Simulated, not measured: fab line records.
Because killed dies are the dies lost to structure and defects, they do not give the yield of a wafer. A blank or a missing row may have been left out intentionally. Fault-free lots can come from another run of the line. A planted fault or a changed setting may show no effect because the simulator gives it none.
fab line records -- flow sky130 -- part 1 of 2: steps 1 to 25 of 36
record lots=5, wafers=15, last_day=50
route steps=708 shown CAP2M@616 METAL4@621 VIA4@639
lots with no fault: from the same line, run without faults
start_h: hours from the record's opening day to when the first of the lot's shown wafers began -- wait_h: how many hours have passed since the lot's step before this one -- " identical to the entry in the row above -- L1.1+2: a row that stands for several wafers -- - either no value or no given start -- * or withheld: withheld -- < > ~ a bound
route shown NAME@n: names a module that has steps shown in the file, with the first one's number in the route -- usual: average and standard deviation across the fault-free wafers -- same: alike in all rows -- chamber/n: place in a boat -- sites: readings site by site -- _std_site: how widely they spread, as a standard deviation -- _edge_site: outer sites' mean less inner sites' -- radius_mm: for every site, how far away it sits from the centre of the wafer -- mask NAME#n: copy n -- behind: the most recent tool/chamber to have shaped the wafer -- hold: reason for holding the lot/hours on hold/outcome of the hold -- device: transistor that didn't switch, given as n, p or np -- end of line: the route-end tests of the same wafers -- a step given without rows: its recipe and nothing more -- killed: dies that structure and defects cost at the first sort, which is not the same as the wafer's yield -- map: per-die view of a wafer (x killed, . not killed, _ where there is no die)
set.NAME: the setting the step ran with; set.NAME@STEP: the setting that earlier step ran with -- model.NAME: the simulator's own value behind a step, which no gauge read
lots seen at some steps along the route; tables by step, rows by wafer
services: from which hour (start_h, from the record's first day; less than 0 if before it) a tool's chamber was out of use, for how many hours, and why
## steps
# step SKY_CAP2M_METAL_ETCH_13
# recipe target_depth_nm=220, stop_on=SiO2, chemistry=Cl2/BCl3, target=TiN, pressure_mtorr=10, icp_w=900, bias_w=48.5, Cl2_flow_sccm=60, bcl3_flow_sccm=30, time_s=62.9
# usual drypump_motor_current_A=5.9/0.45, oes_product_au=0.944/0.0073, throttle_valve_pct=21.899/0.0097
lot.wafer,tool,chamber,start_h,wait_h,drypump_motor_current_A,oes_product_au,rf_hours_counter_h,throttle_valve_pct
L077.2,rie_metal-03,1,982.22,0.0,5.8,0.952,3,21.889
L077.5,rie_metal-03,0,982.22,0.0,5.7,0.935,-,21.913
L077.6,rie_metal-03,1,982.22,0.0,5.8,0.937,-,21.900
L079.4,rie_metal-01,0,997.65,0.0,6.0,0.947,-,21.900
L079.5,rie_metal-01,0,997.65,0.0,6.0,0.947,-,21.897
L079.6,rie_metal-01,1,997.65,0.0,5.1,0.945,-,21.907
L080.2,rie_metal-03,0,1002.49,0.0,5.6,0.948,22,21.895
L080.3,rie_metal-03,1,1002.49,0.0,5.8,0.952,-,21.908
L080.5,rie_metal-03,1,1002.49,0.0,5.8,0.941,-,21.893
L091.3,rie_metal-03,0,1071.34,0.0,5.7,0.948,-,21.909
L091.5,rie_metal-03,1,1071.34,0.0,5.8,0.959,-,21.881
L091.6,rie_metal-03,0,1071.34,0.0,5.7,0.942,-,21.906
L092.2,rie_metal-04,1,1086.77,0.0,5.9,0.943,8,21.911
L092.3,rie_metal-04,0,1086.77,0.0,6.6,0.933,-,21.896
L092.4,rie_metal-04,1,1086.77,0.0,6.0,0.955,-,21.891
# step SKY_CAP2M_STRIP_14
# recipe chemistry=O2/N2, power_w=1400, pressure_mtorr=1500, platen_temp_c=withheld, o2_flow_sccm=3000, n2_flow_sccm=300, overash_fraction=0.5
# usual drypump_motor_current_A=5.78/0.26, oes_product_au=0.710/0.0043, strip_time_to_endpoint_s=12.61/0.044
lot.wafer,tool,chamber,start_h,wait_h,drypump_motor_current_A,oes_product_au,rf_hours_counter_h,strip_time_to_endpoint_s
L077.2,plasma_asher-03,1,982.30,0.1,5.44,0.709,55,12.61
L077.5,plasma_asher-03,0,982.30,0.1,6.11,0.716,-,12.61
L077.6,plasma_asher-03,1,982.30,0.1,5.43,0.706,-,12.53
L079.4,plasma_asher-01,0,997.75,0.1,5.59,0.714,-,12.59
L079.5,plasma_asher-01,0,997.75,0.1,5.58,0.713,-,12.60
L079.6,plasma_asher-01,1,997.75,0.1,5.84,0.710,-,12.60
L080.2,plasma_asher-01,1,1002.57,0.1,5.86,0.711,113,12.64
L080.3,plasma_asher-01,0,1002.57,0.1,5.58,0.714,-,12.60
L080.5,plasma_asher-01,1,1002.57,0.1,5.86,0.710,-,12.57
L091.3,plasma_asher-04,1,1071.43,0.1,6.12,0.710,-,12.65
L091.5,plasma_asher-04,0,1071.43,0.1,5.57,0.716,-,12.64
L091.6,plasma_asher-04,1,1071.43,0.1,6.13,0.710,-,12.62
L092.2,plasma_asher-04,0,1086.84,0.1,5.58,0.711,97,12.56
L092.3,plasma_asher-04,1,1086.84,0.1,6.12,0.712,-,12.48
L092.4,plasma_asher-04,0,1086.84,0.1,5.58,0.710,-,12.49
# step SKY_CAP2M_STRIP_15
# recipe chemistry=post_etch_residue_remover, time_s=1200, temp_c=72.5
lot.wafer,tool,chamber,start_h,wait_h
L077.2+5+6,wet_bench-01,1,982.40,0.1
L079.4+5+6,wet_bench-02,2,997.82,0.0
L080.2+3+5,wet_bench-01,2,1002.67,0.1
L091.3+5+6,wet_bench-01,3,1071.50,0.0
L092.2+3+4,wet_bench-02,2,1086.94,0.1
# step SKY_CAP2M_CLEAN_16
# recipe chemistry=IPA, time_s=180, temp_c=25
lot.wafer,tool,chamber,start_h,wait_h
L077.2+5+6,wet_bench-02,0,982.74,0.0
L079.4+5+6,wet_bench-04,0,998.16,0.0
L080.2+3+5,wet_bench-02,2,1003.01,0.0
L091.3+5+6,wet_bench-01,1,1071.84,0.0
L092.2+3+4,wet_bench-04,3,1087.32,0.0
# step SKY_CAP2M_CLEAN_17
# recipe chemistry=O3/DIW, dry=n2_spin
lot.wafer,tool,chamber,start_h,wait_h
L077.2+5+6,wet_bench-01,2,982.80,0.0
L079.4+5+6,wet_bench-01,0,998.22,0.0
L080.2+3+5,wet_bench-02,2,1003.07,0.0
L091.3+5+6,wet_bench-01,3,1071.95,0.1
L092.2+3+4,wet_bench-02,1,1087.38,0.0
# step SKY_METAL4_DEHYDRATE_05
# recipe temp_c=200, time_s=60
# usual exhaust_pa=44.8/0.84
lot.wafer,tool,chamber,start_h,wait_h,exhaust_pa
L077.2,litho_track-01,0,994.31,11.4,45.4
L077.5,litho_track-01,0,994.31,11.4,44.9
L077.6,litho_track-01,0,994.31,11.4,44.1
L079.4,litho_track-01,0,1009.86,11.5,43.6
L079.5,litho_track-01,0,1009.86,11.5,42.9
L079.6,litho_track-01,0,1009.86,11.5,43.1
L080.2,litho_track-04,0,1013.22,10.1,44.5
L080.3,litho_track-04,0,1013.22,10.1,44.2
L080.5,litho_track-04,0,1013.22,10.1,43.0
L091.3,litho_track-04,0,1081.84,9.8,45.7
L091.5,litho_track-04,0,1081.84,9.8,47.2
L091.6,litho_track-04,0,1081.84,9.8,46.2
L092.2,litho_track-04,0,1097.62,10.1,44.5
L092.3,litho_track-04,0,1097.62,10.1,45.6
L092.4,litho_track-04,0,1097.62,10.1,46.3
# step SKY_METAL4_HMDS_06
# recipe prime_time_s=60, prime_temp_c=120
# usual exhaust_pa=45.2/0.92
lot.wafer,tool,chamber,start_h,wait_h,exhaust_pa
L077.2,litho_track-01,0,994.46,0.1,45.3
L077.5,litho_track-01,0,994.46,0.1,45.8
L077.6,litho_track-01,0,994.46,0.1,45.9
L079.4,litho_track-01,0,1010.01,0.1,43.5
L079.5,litho_track-01,0,1010.01,0.1,44.8
L079.6,litho_track-01,0,1010.01,0.1,45.8
L080.2,litho_track-04,0,1013.37,0.1,44.7
L080.3,litho_track-04,0,1013.37,0.1,44.6
L080.5,litho_track-04,0,1013.37,0.1,46.3
L091.3,litho_track-04,0,1081.99,0.1,44.7
L091.5,litho_track-04,0,1081.99,0.1,44.8
L091.6,litho_track-04,0,1081.99,0.1,44.2
L092.2,litho_track-04,0,1097.77,0.1,45.5
L092.3,litho_track-04,0,1097.77,0.1,46.4
L092.4,litho_track-04,0,1097.77,0.1,45.1
# step SKY_METAL4_COAT_07
# recipe resist=BARC, temp_c=withheld, time_s=withheld, spin_rpm=3000, resist_thk_nm=60
# usual exhaust_pa=44.9/0.88
lot.wafer,tool,chamber,start_h,wait_h,exhaust_pa
L077.2,litho_track-01,0,994.61,0.1,43.8
L077.5,litho_track-01,0,994.61,0.1,45.0
L077.6,litho_track-01,0,994.61,0.1,45.2
L079.4,litho_track-01,0,1010.16,0.1,45.1
L079.5,litho_track-01,0,1010.16,0.1,44.3
L079.6,litho_track-01,0,1010.16,0.1,43.8
L080.2,litho_track-04,0,1013.52,0.1,44.1
L080.3,litho_track-04,0,1013.52,0.1,44.2
L080.5,litho_track-04,0,1013.52,0.1,46.3
L091.3,litho_track-04,0,1082.14,0.1,44.0
L091.5,litho_track-04,0,1082.14,0.1,43.1
L091.6,litho_track-04,0,1082.14,0.1,42.8
L092.2,litho_track-04,0,1097.92,0.1,47.1
L092.3,litho_track-04,0,1097.92,0.1,45.0
L092.4,litho_track-04,0,1097.92,0.1,45.3
# step SKY_METAL4_COAT_08
# recipe resist=KrF-thick, spin_rpm=3000, resist_thk_nm=1140
# usual exhaust_pa=45.1/0.88
lot.wafer,tool,chamber,start_h,wait_h,exhaust_pa
L077.2,litho_track-01,0,-,-,44.9
L077.5,litho_track-01,0,-,-,43.5
L077.6,litho_track-01,0,-,-,45.0
L079.4,litho_track-01,0,-,-,45.0
L079.5,litho_track-01,0,-,-,45.5
L079.6,litho_track-01,0,-,-,44.3
L080.2,litho_track-04,0,-,-,45.7
L080.3,litho_track-04,0,-,-,45.2
L080.5,litho_track-04,0,-,-,43.7
L091.3,litho_track-04,0,-,-,44.7
L091.5,litho_track-04,0,-,-,44.1
L091.6,litho_track-04,0,-,-,45.8
L092.2,litho_track-04,0,-,-,46.4
L092.3,litho_track-04,0,-,-,43.9
L092.4,litho_track-04,0,-,-,45.1
# step SKY_METAL4_SOFTBAKE_09
# recipe temp_c=100, time_s=90, resist=KrF-thick
# usual exhaust_pa=45.1/0.92
lot.wafer,tool,chamber,start_h,wait_h,exhaust_pa
L077.2,litho_track-01,0,-,-,43.0
L077.5,litho_track-01,0,-,-,44.6
L077.6,litho_track-01,0,-,-,44.4
L079.4,litho_track-01,0,-,-,47.2
L079.5,litho_track-01,0,-,-,46.2
L079.6,litho_track-01,0,-,-,45.8
L080.2,litho_track-04,0,-,-,44.6
L080.3,litho_track-04,0,-,-,45.9
L080.5,litho_track-04,0,-,-,44.6
L091.3,litho_track-04,0,-,-,45.0
L091.5,litho_track-04,0,-,-,46.0
L091.6,litho_track-04,0,-,-,45.9
L092.2,litho_track-04,0,-,-,45.2
L092.3,litho_track-04,0,-,-,45.6
L092.4,litho_track-04,0,-,-,44.5
# step SKY_METAL4_EXPOSE_10
# recipe mask_id=MM4, na=0.68, source_shape=annular, sigma_inner=0.4, sigma_outer=0.8, target_cd_nm=300, dose_mj=28
lot.wafer,tool,chamber,start_h,wait_h,mask
L077.2+5+6,krf_scanner-02,0,-,-,MM4#0
L079.4+5+6,krf_scanner-02,0,-,-,MM4#0
L080.2+3+5,krf_scanner-02,0,-,-,MM4#0
L091.3+5+6,krf_scanner-02,0,-,-,MM4#0
L092.2+3+4,krf_scanner-02,0,-,-,MM4#0
# step SKY_METAL4_PEB_11
# recipe peb_temp_c=withheld, peb_time_s=withheld, resist=KrF-thick
# usual exhaust_pa=44.9/0.82
lot.wafer,tool,chamber,start_h,wait_h,exhaust_pa
L077.2,litho_track-03,0,-,-,45.7
L077.5,litho_track-03,0,-,-,46.3
L077.6,litho_track-03,0,-,-,45.1
L079.4,litho_track-01,0,-,-,45.2
L079.5,litho_track-01,0,-,-,45.3
L079.6,litho_track-01,0,-,-,44.8
L080.2,litho_track-04,0,-,-,44.4
L080.3,litho_track-04,0,-,-,45.6
L080.5,litho_track-04,0,-,-,46.4
L091.3,litho_track-01,0,-,-,44.2
L091.5,litho_track-01,0,-,-,44.9
L091.6,litho_track-01,0,-,-,44.3
L092.2,litho_track-04,0,-,-,44.6
L092.3,litho_track-04,0,-,-,44.7
L092.4,litho_track-04,0,-,-,43.4
# step SKY_METAL4_DEVELOP_12
# recipe develop_time_s=60, resist=KrF-thick, dev_temp_c=21
# usual exhaust_pa=45.0/0.93
lot.wafer,tool,chamber,start_h,wait_h,exhaust_pa
L077.2,litho_track-03,0,-,-,44.0
L077.5,litho_track-03,0,-,-,44.9
L077.6,litho_track-03,0,-,-,44.4
L079.4,litho_track-01,0,-,-,45.0
L079.5,litho_track-01,0,-,-,45.2
L079.6,litho_track-01,0,-,-,45.3
L080.2,litho_track-04,0,-,-,45.5
L080.3,litho_track-04,0,-,-,45.1
L080.5,litho_track-04,0,-,-,45.0
L091.3,litho_track-01,0,-,-,45.8
L091.5,litho_track-01,0,-,-,46.0
L091.6,litho_track-01,0,-,-,45.9
L092.2,litho_track-04,0,-,-,46.4
L092.3,litho_track-04,0,-,-,45.5
L092.4,litho_track-04,0,-,-,45.4
# step SKY_METAL4_CD_MEAS_13
# recipe target_cd_nm=300
# usual cd_nm=299.7/1.6
lot.wafer,tool,chamber,start_h,wait_h,cd_nm
L077.2,cd_sem-02,-,1007.30,-,301.1
L077.5,cd_sem-02,-,1007.30,-,301.0
L077.6,cd_sem-02,-,1007.30,-,300.4
L079.4,cd_sem-02,-,1022.04,-,300.5
L079.5,cd_sem-02,-,1022.04,-,300.7
L079.6,cd_sem-02,-,1022.04,-,300.7
L080.2,cd_sem-01,-,1026.01,-,298.8
L080.3,cd_sem-01,-,1026.01,-,298.5
L080.5,cd_sem-01,-,1026.01,-,299.2
L091.3,cd_sem-02,-,1092.87,-,301.4
L091.5,cd_sem-02,-,1092.87,-,301.1
L091.6,cd_sem-02,-,1092.87,-,300.9
L092.2,cd_sem-02,-,1107.91,-,298.8
L092.3,cd_sem-02,-,1107.91,-,298.6
L092.4,cd_sem-02,-,1107.91,-,299.6
# step SKY_METAL4_OVL_MEAS_14
# usual METAL4_OVL=-2/4
lot.wafer,tool,chamber,start_h,wait_h,METAL4_OVL[nm]
L077.2,overlay-02,-,1007.41,0.1,-1
L077.5,overlay-02,-,1007.41,0.1,3
L077.6,overlay-02,-,1007.41,0.1,-2
L079.4,overlay-01,-,1022.12,0.1,0
L079.5,overlay-01,-,1022.12,0.1,-3
L079.6,overlay-01,-,1022.12,0.1,-2
L080.2,overlay-02,-,1026.12,0.1,-4
L080.3,overlay-02,-,1026.12,0.1,0
L080.5,overlay-02,-,1026.12,0.1,1
L091.3,overlay-02,-,1092.96,0.1,-4
L091.5,overlay-02,-,1092.96,0.1,-5
L091.6,overlay-02,-,1092.96,0.1,3
L092.2,overlay-01,-,1108.02,0.1,-4
L092.3,overlay-01,-,1108.02,0.1,-10
L092.4,overlay-01,-,1108.02,0.1,-8
# step SKY_METAL4_DESCUM_15
# recipe chemistry=O2, source_power_w=150, bias_power_w=0, pressure_mtorr=10, temp_c=40, time_s=8
# usual drypump_motor_current_A=5.8/0.37, oes_product_au=1.005/0.0079
lot.wafer,tool,chamber,start_h,wait_h,drypump_motor_current_A,oes_product_au,rf_hours_counter_h
L077.2,rie_metal-04,1,1007.44,0.0,6.0,0.997,3
L077.5,rie_metal-04,1,1007.44,0.0,5.9,1.007,-
L077.6,rie_metal-04,0,1007.44,0.0,6.6,1.011,-
L079.4,rie_metal-04,1,1022.15,0.0,6.0,0.995,-
L079.5,rie_metal-04,0,1022.15,0.0,6.6,1.016,-
L079.6,rie_metal-04,1,1022.15,0.0,5.9,0.998,-
L080.2,rie_metal-02,1,1026.15,0.0,5.5,1.014,17
L080.3,rie_metal-02,0,1026.15,0.0,5.5,1.003,-
L080.5,rie_metal-02,1,1026.15,0.0,5.5,1.009,-
L091.3,rie_metal-02,0,1093.00,0.0,5.5,1.001,-
L091.5,rie_metal-02,1,1093.00,0.0,5.5,1.017,-
L091.6,rie_metal-02,0,1093.00,0.0,5.5,1.005,-
L092.2,rie_metal-03,0,1108.05,0.0,5.6,1.008,3
L092.3,rie_metal-03,1,1108.05,0.0,5.8,1.007,-
L092.4,rie_metal-03,0,1108.05,0.0,5.7,1.000,-
# step SKY_METAL4_ETCH_16
# recipe chemistry=N2/H2, target=BARC, ion_energy_ev=200, bias_w=100, pressure_mtorr=30, n2_flow_sccm=100, h2_flow_sccm=200, icp_w=500, stop_on=SiO2, time_s=88.2, target_depth_a=600
# usual drypump_motor_current_A=5.8/0.38, oes_product_au=0.625/0.0039, throttle_valve_pct=13.205/0.0095
lot.wafer,tool,chamber,start_h,wait_h,drypump_motor_current_A,oes_product_au,rf_hours_counter_h,throttle_valve_pct
L077.2,rie_metal-04,1,1007.47,0.0,6.0,0.627,3,13.198
L077.5,rie_metal-04,1,1007.47,0.0,5.9,0.628,-,13.203
L077.6,rie_metal-04,0,1007.47,0.0,6.6,0.633,-,13.196
L079.4,rie_metal-04,1,1022.20,0.0,6.0,0.622,-,13.192
L079.5,rie_metal-04,0,1022.20,0.0,6.6,0.626,-,13.213
L079.6,rie_metal-04,1,1022.20,0.0,6.0,0.623,-,13.212
L080.2,rie_metal-02,1,1026.18,0.0,5.5,0.618,17,13.204
L080.3,rie_metal-02,0,1026.18,0.0,5.5,0.620,-,13.196
L080.5,rie_metal-02,1,1026.18,0.0,5.5,0.630,-,13.195
L091.3,rie_metal-02,0,1093.05,0.0,5.5,0.621,-,13.211
L091.5,rie_metal-02,1,1093.05,0.0,5.5,0.622,-,13.201
L091.6,rie_metal-02,0,1093.05,0.0,5.5,0.626,-,13.200
L092.2,rie_metal-03,0,1108.08,0.0,5.7,0.622,3,13.195
L092.3,rie_metal-03,1,1108.08,0.0,5.8,0.620,-,13.228
L092.4,rie_metal-03,0,1108.08,0.0,5.6,0.628,-,13.198
# step SKY_METAL4_ETCH_17
# recipe target=SiO2, stop_on=TiN, chemistry=C4F8/O2/Ar, source_w=1500, bias_w=1200, pressure_mtorr=40, c4f8_flow_sccm=withheld, O2_flow_sccm=6, Ar_flow_sccm=300, time_s=3.9, target_depth_a=150
# usual oes_product_au=0.754/0.0066
lot.wafer,tool,chamber,start_h,wait_h,oes_product_au,rf_hours_counter_h
L077.2,rie_diel-02,1,1007.57,0.1,0.757,10
L077.5,rie_diel-02,3,1007.57,0.1,0.767,-
L077.6,rie_diel-02,2,1007.57,0.1,0.767,-
L079.4,rie_diel-04,1,1022.27,0.0,0.760,20
L079.5,rie_diel-04,0,1022.27,0.0,0.763,-
L079.6,rie_diel-04,3,1022.27,0.0,0.747,-
L080.2,rie_diel-03,3,1026.28,0.1,0.749,19
L080.3,rie_diel-03,0,1026.28,0.1,0.749,10
L080.5,rie_diel-03,0,1026.28,0.1,0.751,-
L091.3,rie_diel-03,2,1093.12,0.0,0.746,6
L091.5,rie_diel-03,1,1093.12,0.0,0.753,-
L091.6,rie_diel-03,2,1093.12,0.0,0.764,-
L092.2,rie_diel-04,0,1108.18,0.1,0.736,22
L092.3,rie_diel-04,3,1108.18,0.1,0.742,24
L092.4,rie_diel-04,3,1108.18,0.1,0.755,-
# step SKY_METAL4_METAL_ETCH_18
# recipe target_depth_a=8450, stop_on=SiO2, over_etch_frac=0.3, time_s=183.1, chemistry=Cl2/BCl3, resist_sidewall_deg=88, pressure_mtorr=10, icp_w=900, bias_w=48.5, Cl2_flow_sccm=60, bcl3_flow_sccm=30
# usual drypump_motor_current_A=5.9/0.4, oes_product_au=0.866/0.0055, throttle_valve_pct=22.265/0.0092
lot.wafer,tool,chamber,start_h,wait_h,drypump_motor_current_A,oes_product_au,rf_hours_counter_h,throttle_valve_pct
L077.2,rie_metal-02,1,1007.65,0.1,5.5,0.862,-,22.263
L077.5,rie_metal-02,1,1007.65,0.1,5.5,0.867,-,22.262
L077.6,rie_metal-02,1,1007.65,0.1,5.5,0.854,-,22.256
L079.4,rie_metal-02,1,1022.34,0.1,5.5,0.867,-,22.274
L079.5,rie_metal-02,0,1022.34,0.1,5.5,0.873,-,22.265
L079.6,rie_metal-02,1,1022.34,0.1,5.5,0.861,-,22.276
L080.2,rie_metal-03,1,1026.30,0.0,5.8,0.872,5,22.267
L080.3,rie_metal-03,1,1026.30,0.0,5.8,0.865,-,22.247
L080.5,rie_metal-03,1,1026.30,0.0,5.8,0.870,-,22.272
L091.3,rie_metal-03,0,1093.20,0.1,5.7,0.873,-,22.253
L091.5,rie_metal-03,0,1093.20,0.1,5.7,0.868,-,22.266
L091.6,rie_metal-03,1,1093.20,0.1,5.8,0.869,-,22.274
L092.2,rie_metal-04,0,1108.20,0.0,6.6,0.858,22,22.279
L092.3,rie_metal-04,1,1108.20,0.0,5.9,0.864,-,22.253
L092.4,rie_metal-04,0,1108.20,0.0,6.6,0.860,-,22.248
# step SKY_METAL4_STRIP_19
# recipe chemistry=O2/N2, power_w=1400, pressure_mtorr=1500, platen_temp_c=withheld, o2_flow_sccm=3000, n2_flow_sccm=300, overash_fraction=0.5
# usual drypump_motor_current_A=5.95/0.28, oes_product_au=0.500/0.0054, strip_time_to_endpoint_s=6.48/0.064
lot.wafer,tool,chamber,start_h,wait_h,drypump_motor_current_A,oes_product_au,rf_hours_counter_h,strip_time_to_endpoint_s
L077.2,plasma_asher-04,1,1007.94,0.2,6.11,0.500,89,6.46
L077.5,plasma_asher-04,1,1007.94,0.2,6.11,0.499,-,6.45
L077.6,plasma_asher-04,0,1007.94,0.2,5.57,0.506,-,6.45
L079.4,plasma_asher-04,0,1022.50,0.1,5.56,0.500,-,6.41
L079.5,plasma_asher-04,0,1022.50,0.1,5.58,0.501,-,6.44
L079.6,plasma_asher-04,1,1022.50,0.1,6.10,0.492,-,6.40
L080.2,plasma_asher-02,1,1026.48,0.1,6.28,0.502,27,6.50
L080.3,plasma_asher-02,1,1026.48,0.1,6.27,0.508,-,6.60
L080.5,plasma_asher-02,0,1026.48,0.1,5.84,0.495,-,6.55
L091.3,plasma_asher-04,1,1093.35,0.1,6.09,0.500,-,6.47
L091.5,plasma_asher-04,0,1093.35,0.1,5.55,0.500,-,6.50
L091.6,plasma_asher-04,1,1093.35,0.1,6.08,0.499,-,6.45
L092.2,plasma_asher-02,1,1108.38,0.1,6.25,0.498,36,6.42
L092.3,plasma_asher-02,1,1108.38,0.1,6.27,0.503,-,6.48
L092.4,plasma_asher-02,0,1108.38,0.1,5.86,0.514,-,6.50
# step SKY_METAL4_STRIP_20
# recipe chemistry=post_etch_residue_remover, time_s=1200, temp_c=72.5
lot.wafer,tool,chamber,start_h,wait_h
L077.2+5+6,wet_bench-03,2,1008.04,0.1
L079.4+5+6,wet_bench-04,1,1022.56,0.0
L080.2+3+5,wet_bench-03,3,1026.58,0.1
L091.3+5+6,wet_bench-03,0,1093.41,0.0
L092.2+3+4,wet_bench-02,1,1108.48,0.1
# step SKY_METAL4_CLEAN_21
# recipe chemistry=IPA, time_s=180, temp_c=25
lot.wafer,tool,chamber,start_h,wait_h
L077.2+5+6,wet_bench-04,1,1008.38,0.0
L079.4+5+6,wet_bench-02,0,1022.94,0.0
L080.2+3+5,wet_bench-02,1,1026.92,0.0
L091.3+5+6,wet_bench-03,0,1093.76,0.0
L092.2+3+4,wet_bench-02,0,1108.85,0.0
# step SKY_METAL4_CLEAN_22
# recipe chemistry=O3/DIW, dry=n2_spin
lot.wafer,tool,chamber,start_h,wait_h
L077.2+5+6,wet_bench-03,0,1008.45,0.0
L079.4+5+6,wet_bench-03,1,1022.99,0.0
L080.2+3+5,wet_bench-04,1,1026.98,0.0
L091.3+5+6,wet_bench-03,0,1093.81,0.0
L092.2+3+4,wet_bench-02,1,1108.91,0.0
# step SKY_VIA4_HDPCVD_00
# recipe material=SiO2, target_thk_nm=1750, sigma_open_frac=0.3, time_s=291.7, temp_c=400, sih4_flow_sccm=60, pressure_mtorr=6
lot.wafer,tool,chamber,start_h,wait_h
L077.2+5+6,hdpcvd-01,"1,1,0",1008.54,0.0
L079.4+5+6,hdpcvd-01,"1,0,2",1023.18,0.1
L080.2+3+5,hdpcvd-01,"2,0,1",1027.07,0.0
L091.3+5+6,hdpcvd-01,"0,1,2",1093.91,0.0
L092.2+3+4,hdpcvd-01,"1,2,0",1109.01,0.0
# step SKY_VIA4_THK_MEAS_01
# recipe reads=SiO2_of_VIA4_HDPCVD_00
# usual VIA4_HDPCVD_THK=1754/22
lot.wafer,tool,chamber,start_h,wait_h,VIA4_HDPCVD_THK[nm]
L077.2,film_metro-04,-,1008.76,0.1,1758
L077.5,film_metro-04,-,1008.76,0.1,1775
L077.6,film_metro-04,-,1008.76,0.1,1724
L079.4,film_metro-04,-,1023.29,0.0,1745
L079.5,film_metro-04,-,1023.29,0.0,1744
L079.6,film_metro-04,-,1023.29,0.0,1752
L080.2,film_metro-01,-,1027.26,0.1,1739
L080.3,film_metro-01,-,1027.26,0.1,1742
L080.5,film_metro-01,-,1027.26,0.1,1754
L091.3,film_metro-01,-,1094.10,0.1,1715
L091.5,film_metro-01,-,1094.10,0.1,1707
L091.6,film_metro-01,-,1094.10,0.1,1763
L092.2,film_metro-03,-,1109.20,0.1,1732
L092.3,film_metro-03,-,1109.20,0.1,1742
L092.4,film_metro-03,-,1109.20,0.1,1753
